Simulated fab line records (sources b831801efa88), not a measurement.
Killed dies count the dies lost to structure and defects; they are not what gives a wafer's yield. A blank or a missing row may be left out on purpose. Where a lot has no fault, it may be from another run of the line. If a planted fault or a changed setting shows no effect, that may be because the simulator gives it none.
A lot that was struck, set against a sound lot || flow sky130 || 15 out of 708 route steps
Sound: these wafers, L739.4, L739.5, L739.6. Wafers struck: L743.1, L743.2, L743.3. Last of all comes the cause.
Per side, at each step with rows, come the tool, then ch with its chambers, and then its first start. Under that, the readings that differ: sound wafers || struck wafers || difference of the means || sigmas: that difference in standard deviations of wafers without a fault.
alike: a reading whose means differ by less than 2 such deviations, as well as words and numbers matching on both sides. not compared: withheld readings; readings where some wafer has no value; bounds like >300 that might hide an equal value; numbers whose values overlap and for which the record gives no deviation.
The two part at a step that has a row with sigmas, a row that says differs or no value, or rows on one side only. Non-overlapping numbers with no deviation appear without sigmas and do not part them. Lack of a reading on every wafer of one side parts them only where that side has two or more wafers.

SKY_VT_ADJUST_PCH_STRIP_09: strips in O2/N2.
  sound on plasma asher-03 ch 0,1, day 11 09:41; struck on plasma asher-02 ch 0,1, day 12 02:41
{"reading": "strip time to endpoint s (s)", "sound": "36.71 36.68 36.66", "struck": "36.97 36.99 36.89", "difference": "+0.27", "sigmas": "+2"}
  alike: drypump motor current A, oes product au
  not compared: rf hours counter h
SKY_VT_ADJUST_PCH_TW_MEAS_10:
  sound on film metro-03 at day 11 09:46; struck on film metro-04 at day 12 02:47
  alike: VT_ADJUST_PCH_TW
then, 7 steps without rows for these wafers: SKY_SONOS_TUNNEL_DEHYDRATE_00 (time 60 s); SKY_SONOS_TUNNEL_HMDS_01 (prime time 60 s); SKY_SONOS_TUNNEL_COAT_02 (resist thk 1140 nm); SKY_SONOS_TUNNEL_SOFTBAKE_03 (time 60 s); SKY_SONOS_TUNNEL_EXPOSE_04 (exposes mask TUNM, target cd 410 nm); SKY_SONOS_TUNNEL_PEB_05; SKY_SONOS_TUNNEL_DEVELOP_06 (develop time 60 s).
SKY_SONOS_TUNNEL_CD_MEAS_07: target cd 410 nm.
  sound on cd sem-01 at day 12 10:07; struck on cd sem-02 at day 13 03:47
  alike: cd nm
SKY_SONOS_TUNNEL_OVL_MEAS_08:
  sound on overlay-02 at day 12 10:11; struck on overlay-02 at day 13 03:55
  alike: SONOS_TUNNEL_OVL
next, for these wafers, 1 step has no rows: SKY_SONOS_TUNNEL_IMPLANT_09.
SKY_SONOS_TUNNEL_WET_ETCH_10: etches SiO2 in dHF, target depth 14 nm, time 280 s.
  sound on wet bench-01 ch 3, day 12 10:22; struck on wet bench-04 ch 3, day 13 04:06
  no value came back on the struck wafers for bath heat duty pct (%), run length s (s); on the sound wafers bath heat duty pct (%) reads 6.4 7.5 7.8
then, 1 step without rows for these wafers: SKY_SONOS_TUNNEL_STRIP_11 (strips in SPM, time 600 s).
-- record jumps: 34 days separate the struck wafers' starts on either side; left off in module SONOS_TUNNEL, taken up again in module PAD_OPEN, whose first shown step is the route's number 708 --
SKY_PAD_OPEN_PROBE_99:
  sound on prober-02 at day 46 15:43; struck on prober-02 at day 46 23:35
{"reading": "hold", "sound": "- - -", "struck": "await dispo/4.3h/scrap await dispo/4.3h/scrap await dispo/4.3h/scrap", "difference": "no value on the sound wafers", "sigmas": ""}
{"reading": "killed at front end", "sound": "23 12 15", "struck": "421 430 421", "difference": "+407", "sigmas": "+99 or more"}
{"reading": "killed dies", "sound": "100 79 95", "struck": "492 492 492", "difference": "+401", "sigmas": "+44"}
{"reading": "killed on rim", "sound": "18 17 17", "struck": "96 96 96", "difference": "+79", "sigmas": "+21"}
  alike: killed_at_M0_to_M3, killed_at_M4_up, killed at contacts, killed at other, killed open, killed short

== WHERE THEY PART ==
Earliest at SKY_VT_ADJUST_PCH_STRIP_09; latest, in this record, at SKY_PAD_OPEN_PROBE_99.

WHY: what the simulator had put in
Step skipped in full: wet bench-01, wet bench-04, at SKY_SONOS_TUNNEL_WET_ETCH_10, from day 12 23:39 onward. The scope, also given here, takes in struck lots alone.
